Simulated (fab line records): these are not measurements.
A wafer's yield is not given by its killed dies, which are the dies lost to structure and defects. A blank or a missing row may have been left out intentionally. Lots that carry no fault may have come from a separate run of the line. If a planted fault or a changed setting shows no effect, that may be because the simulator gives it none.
Matching of chambers || flow sky130 || SKY_VIA3_CMP_02 on cmp-01 has 4 sister chambers
The step polishes SiO2. 4 wafers are shown with their chamber, then 7 later ones without.

## WAFERS PAIRED WITH THEIR CHAMBERS
{"wafer": "L709.4", "chamber": 2, "motor_current_A (A)": 13.6}
{"wafer": "L709.6", "chamber": 0, "motor_current_A (A)": 13.8}
{"wafer": "L710.1", "chamber": 3, "motor_current_A (A)": 12.1}
{"wafer": "L710.3", "chamber": 1, "motor_current_A (A)": 11.5}

## WAFERS WHOSE CHAMBER IS MISSING
{"wafer": "L710.5", "motor_current_A (A)": 11.5}
{"wafer": "L718.2", "motor_current_A (A)": 11.8}
{"wafer": "L718.3", "motor_current_A (A)": 13.7}
{"wafer": "L718.4", "motor_current_A (A)": 13.5}
{"wafer": "L719.2", "motor_current_A (A)": 11.2}
{"wafer": "L719.5", "motor_current_A (A)": 11.4}
{"wafer": "L719.6", "motor_current_A (A)": 13.4}

## EACH ONE'S CHAMBER
{"wafer": "L710.5", "from the rows above": 1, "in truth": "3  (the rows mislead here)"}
{"wafer": "L718.2", "from the rows above": "can't be placed: 3 or 1", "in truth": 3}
{"wafer": "L718.3", "from the rows above": "can't be placed: 2 or 0", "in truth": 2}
{"wafer": "L718.4", "from the rows above": "can't be placed: 2 or 0", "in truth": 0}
{"wafer": "L719.2", "from the rows above": 1, "in truth": 1}
{"wafer": "L719.5", "from the rows above": 1, "in truth": 1}
{"wafer": "L719.6", "from the rows above": "can't be placed: 2 or 0", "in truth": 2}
Placed correctly: 2 of 7. Not placeable from these rows: 4 (in 4, the candidates include the true chamber). Placed wrongly: 1.
How it was worked out, from the rows above alone: a wafer's distance from a chamber is the root of the sum, over the readings, of the square of ((its reading less the chamber's mean) divided by the reading's scatter). The wafer belongs to the nearest chamber; if the next one is less than 2 further off, it can't be placed. Each chamber's mean is taken over the wafers shown for it. The scatter (one wafer shown for each chamber): square how far every hidden wafer sits from the nearest shown wafer, average those squares and take the square root.
